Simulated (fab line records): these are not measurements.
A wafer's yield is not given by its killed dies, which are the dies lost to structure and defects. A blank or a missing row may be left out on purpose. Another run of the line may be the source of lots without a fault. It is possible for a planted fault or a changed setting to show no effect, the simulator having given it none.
What tool caused it? -- flow sky130 -- 12 lots, 36 wafers sampled, at 1 step of a route of 708

## WHAT THE GAUGES SHOWED, per wafer
SKY_VIA2_THK_MEAS_23: measures by xrf.
lot,measured,on,VIA2_W_THK (nm)
L075,day 37 13:49,film_metro-01,427 428 422
L077,day 38 07:25,film_metro-02,428 429 428
L079,day 38 20:38,film_metro-02,428 425 429
L081,day 39 12:59,film_metro-01,433 427 429
L083,day 40 00:42,film_metro-02,423 430 427
L085,day 40 19:13,film_metro-01,431 434 424
L087,day 41 09:16,film_metro-04,432 430 422
L089,day 41 19:23,film_metro-02,424 437 429
L091,day 42 07:34,film_metro-02,420 420 425
L093,day 42 21:58,film_metro-04,430 437 437
L095,day 43 07:13,film_metro-02,425 422 421
L097,day 44 00:09,film_metro-02,422 423 424

## EACH LOT AND THE TOOL THAT RAN IT (in order: tool; ch and the chambers of the sampled wafers; start)
The record shows no process step preceding these readings.

## THE ANSWER, worked out from the rows above alone
Rule: the lots themselves supply what counts as usual. Put in order of their means at a reading, lots are off if they are a third of the lots or fewer, leave a main group of 4 or more, and stand apart from it by a gap of 3 or more times the standard deviation of the main group's means; of several such gaps the widest counts. The tables above print the reading to a certain number of digits; a main group whose means all agree to those digits is not used. A lot without any number at a reading at which 4 lots or more have one is off too. The other lots that the step has rows for count as sound.
Nothing can be told from this: no lot is off at any reading shown.

## WHAT HAD BEEN PUT IN BY THE SIMULATOR
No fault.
